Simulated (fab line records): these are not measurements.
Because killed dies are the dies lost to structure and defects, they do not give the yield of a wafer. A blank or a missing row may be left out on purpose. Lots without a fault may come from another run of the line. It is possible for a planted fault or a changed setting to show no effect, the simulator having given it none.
Comparing a struck lot with a sound one	flow sky130	23 steps out of a route of 708
Sound: wafers L778.2, L778.3, L778.6. Struck: wafer L788.2 (L788.1, L788.4, from the same lot, were not struck and are left out); the cause is given at the end.
At each step with rows: each side's tool, then ch and its chambers, then its first start. Under that, the readings that differ: sound wafers	struck wafers	difference of the means	sigmas: that difference in standard deviations of wafers without a fault.
alike: readings with means less than 2 such deviations apart, plus words and numbers identical on both sides. not compared: withheld readings, readings lacking a value on some wafer, bounds such as >300 that could conceal the same value, and numbers that have no deviation in the record and whose values overlap.
Wherever a step has rows on one side only, a row that says differs or no value, or a row with sigmas, the two part there. Numbers that don't overlap but have no deviation are shown without sigmas and don't part them. A reading that every wafer of one side lacks parts them only if that side has two wafers or more.

SKY_CONTACT_THK_MEAS_26: measures by xrf.
  sound on film-metro-01, day 32 21:41; struck on film-metro-03, day 36 18:34
  alike: CONTACT_W_THK
SKY_CONTACT_CMP_27: polishes, stops on SiO2, t overpolish 15 s, target thk 0 nm.
  sound on cmp-01 ch 0,3, day 32 21:47; struck on cmp-01 ch 2, day 36 18:37
  alike: motor-current-A, overpolish-run-s, slurry-flow-ml-min, time-to-endpoint-s
SKY_METAL1_SPUTTER_00: material Ti, target thk 15 nm, time 10 s.
  sound on pvd-sputter-02, day 32 22:02; struck on pvd-sputter-04, day 36 18:55
  alike: chamber-pressure-pa, throttle-valve-pct
then, 2 steps without rows for these wafers: SKY_METAL1_SPUTTER_01 (material TiN, target thk 20 nm, time 16.7 s); SKY_METAL1_SPUTTER_02 (material AlCu, target thk 250 nm, time 13.3 s).
SKY_METAL1_SPUTTER_03: material Ti, target thk 5 nm, time 3.3 s.
  sound on pvd-sputter-02, day 32 22:07; struck on pvd-sputter-04, day 36 18:59
  alike: chamber-pressure-pa, throttle-valve-pct
SKY_METAL1_SPUTTER_04: material TiN, target thk 70 nm, time 58.3 s.
  sound on pvd-sputter-02, day 32 22:07; struck on pvd-sputter-04, day 36 19:01
reading	sound	struck	difference	sigmas
chamber-pressure-pa (Pa)	0.4013 0.4002 0.4008	0.3986	-0.0022	-3
  alike: throttle-valve-pct
SKY_METAL1_RS_MEAS_05: measurement is done with a four-point probe.
  sound on film-metro-02, day 32 22:11; struck on film-metro-02, day 36 19:04
  alike: METAL1_ALCU_RS
SKY_METAL1_THK_MEAS_06: measures by xrf.
  sound on film-metro-02, day 32 22:18; struck on film-metro-02, day 36 19:11
  alike: METAL1_ALCU_THK
then, 3 steps without rows for these wafers: SKY_METAL1_DEHYDRATE_07 (time 60 s); SKY_METAL1_HMDS_08 (prime time 60 s); SKY_METAL1_COAT_09 (resist thk 60 nm).
SKY_METAL1_COAT_10: resist thk 450 nm.
  sound on litho-track-03 ch 0, day 33 11:00; struck on litho-track-01 ch 0, day 37 07:00
reading	sound	struck	difference	sigmas
model.KrF-thick_of_METAL1_COAT_10.thk-nm (nm)	449.6 450.2 449.4	446.1	-3.6	
  alike: chill-plate-temp-C
then, 4 steps without rows for these wafers: SKY_METAL1_SOFTBAKE_11 (time 90 s); SKY_METAL1_EXPOSE_12 (exposes mask MM1, target cd 140 nm); SKY_METAL1_PEB_13; SKY_METAL1_DEVELOP_14 (develop time 60 s).
SKY_METAL1_CD_MEAS_15: the cd target is 140 nm.
  sound on cd-sem-01, day 33 23:58; struck on cd-sem-01, day 37 20:30
  alike: cd-nm
SKY_METAL1_OVL_MEAS_16:
  sound on overlay-01, day 34 00:04; struck on overlay-01, day 37 20:37
  alike: METAL1_OVL
then, 2 steps without rows for these wafers: SKY_METAL1_DESCUM_17 (chemistry O2, time 8 s); SKY_METAL1_ETCH_18 (etches BARC in N2/H2, stops on SiO2, time 45.9 s, target depth 60 nm).
SKY_METAL1_METAL_ETCH_19: etches the open film in Cl2/BCl3, stops on SiO2, target depth 360 nm, time 78 s.
  sound on rie-metal-01 ch 0,1, day 34 00:11; struck on rie-metal-04 ch 0, day 37 20:45
  alike: drypump-motor-current-A, oes-product-au, throttle-valve-pct
  not compared: rf-hours-counter-h, model.KrF-thick_of_METAL1_COAT_10.thk-nm
SKY_METAL1_STRIP_20: strips in O2/N2.
  sound on plasma-asher-02 ch 0, day 34 00:17; struck on plasma-asher-01 ch 0, day 37 20:50
  alike: drypump-motor-current-A, o2-flow-sccm, oes-product-au, strip-time-to-endpoint-s
  not compared: rf-hours-counter-h

== WHERE THEY PART ==
Only at SKY_METAL1_SPUTTER_04, as far as this record shows. Later steps at which nothing parts them and some readings are alike: SKY_METAL1_RS_MEAS_05, SKY_METAL1_THK_MEAS_06, SKY_METAL1_COAT_10, SKY_METAL1_CD_MEAS_15, SKY_METAL1_OVL_MEAS_16, SKY_METAL1_METAL_ETCH_19, SKY_METAL1_STRIP_20.

WHY: what had been put in by the simulator
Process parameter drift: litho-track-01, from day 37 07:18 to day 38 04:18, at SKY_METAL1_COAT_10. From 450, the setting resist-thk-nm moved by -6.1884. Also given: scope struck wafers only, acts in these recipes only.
